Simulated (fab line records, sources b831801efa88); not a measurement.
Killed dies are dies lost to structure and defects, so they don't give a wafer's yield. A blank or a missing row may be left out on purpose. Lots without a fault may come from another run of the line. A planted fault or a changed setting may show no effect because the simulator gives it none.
Chamber matching | flow gf180mcu | GF_STI_ETCH_13 on rie_diel-01: 4 sister chambers
The step etches the open film in CHF3/O2, stops on Si, target depth 282.31 nm, time 112.9 s. 4 wafers are shown with their chamber, then 7 later ones without.

WAFERS WITH THEIR CHAMBER
wafer  | chamber | drypump_motor_current_A (A)
L366.4 | 1       | 5.82
L370.4 | 2       | 6.11
L379.4 | 3       | 6.20
L379.5 | 0       | 5.83

WAFERS WITHOUT THEIR CHAMBER
wafer  | drypump_motor_current_A (A)
L379.6 | 6.18
L380.1 | 6.20
L380.3 | 6.09
L380.4 | 5.84
L384.2 | 5.82
L384.4 | 6.12
L384.5 | 5.82

WHICH CHAMBER EACH WENT THROUGH
wafer  | from the rows above     | in truth
L379.6 | 3                       | 3
L380.1 | 3                       | 3
L380.3 | 2                       | 2
L380.4 | can't be placed: 0 or 1 | 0
L384.2 | can't be placed: 1 or 0 | 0
L384.4 | 2                       | 2
L384.5 | can't be placed: 1 or 0 | 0
Placed correctly: 4 of 7. Can't be placed from these rows: 3 (the true chamber is among the candidates in 3). Placed wrongly: 0.
How it was worked out, from the rows above alone: a wafer's distance from a chamber is the root of the sum, over the readings, of the square of ((its reading less the chamber's mean) divided by the reading's scatter). The wafer belongs to the nearest chamber; if the next one is less than 2 further off, it can't be placed. A chamber's mean is the mean of its shown wafers. The scatter: with one shown wafer a chamber, the root of the mean of the squares of how far each hidden wafer lies from its nearest shown one.
